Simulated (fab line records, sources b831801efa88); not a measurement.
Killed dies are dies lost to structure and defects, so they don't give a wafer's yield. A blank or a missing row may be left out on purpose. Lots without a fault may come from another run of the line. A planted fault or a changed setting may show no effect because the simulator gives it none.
Chamber matching | flow gf180mcu | GF_V3_CMP_26 on cmp-02: 4 sister chambers
The step polishes, stops on SiO2, t overpolish 15 s, target thk 0 nm. 4 wafers are shown with their chamber, then 12 later ones without.

WAFERS WITH THEIR CHAMBER
wafer  | chamber | motor_current_A (A)
L088.5 | 2       | 12.8
L090.1 | 3       | 13.1
L090.5 | 0       | 12.4
L090.6 | 1       | 12.0

WAFERS WITHOUT THEIR CHAMBER
wafer  | motor_current_A (A)
L091.1 | 11.9
L091.3 | 11.9
L091.5 | 13.0
L094.2 | 12.1
L094.3 | 12.8
L094.5 | 12.4
L094.1 | 11.7
L094.4 | 11.9
L094.6 | 13.7
L097.3 | 12.3
L097.4 | 12.9
L097.5 | 12.3

WHICH CHAMBER EACH WENT THROUGH
wafer  | from the rows above          | in truth
L091.1 | can't be placed: 1 or 0      | 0
L091.3 | can't be placed: 1 or 0      | 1
L091.5 | can't be placed: 3 or 2      | 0
L094.2 | can't be placed: 1 or 0      | 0
L094.3 | can't be placed: 2 or 3 or 0 | 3
L094.5 | can't be placed: 0 or 1 or 2 | 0
L094.1 | can't be placed: 1 or 0      | 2
L094.4 | can't be placed: 1 or 0      | 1
L094.6 | can't be placed: 3 or 2      | 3
L097.3 | can't be placed: 0 or 1 or 2 | 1
L097.4 | can't be placed: 2 or 3 or 0 | 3
L097.5 | can't be placed: 0 or 1 or 2 | 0
Placed correctly: 0 of 12. Can't be placed from these rows: 12 (the true chamber is among the candidates in 10). Placed wrongly: 0.
How it was worked out, from the rows above alone: a wafer's distance from a chamber is the root of the sum, over the readings, of the square of ((its reading less the chamber's mean) divided by the reading's scatter). The wafer belongs to the nearest chamber; if the next one is less than 2 further off, it can't be placed. A chamber's mean is the mean of its shown wafers. The scatter: with one shown wafer a chamber, the root of the mean of the squares of how far each hidden wafer lies from its nearest shown one.
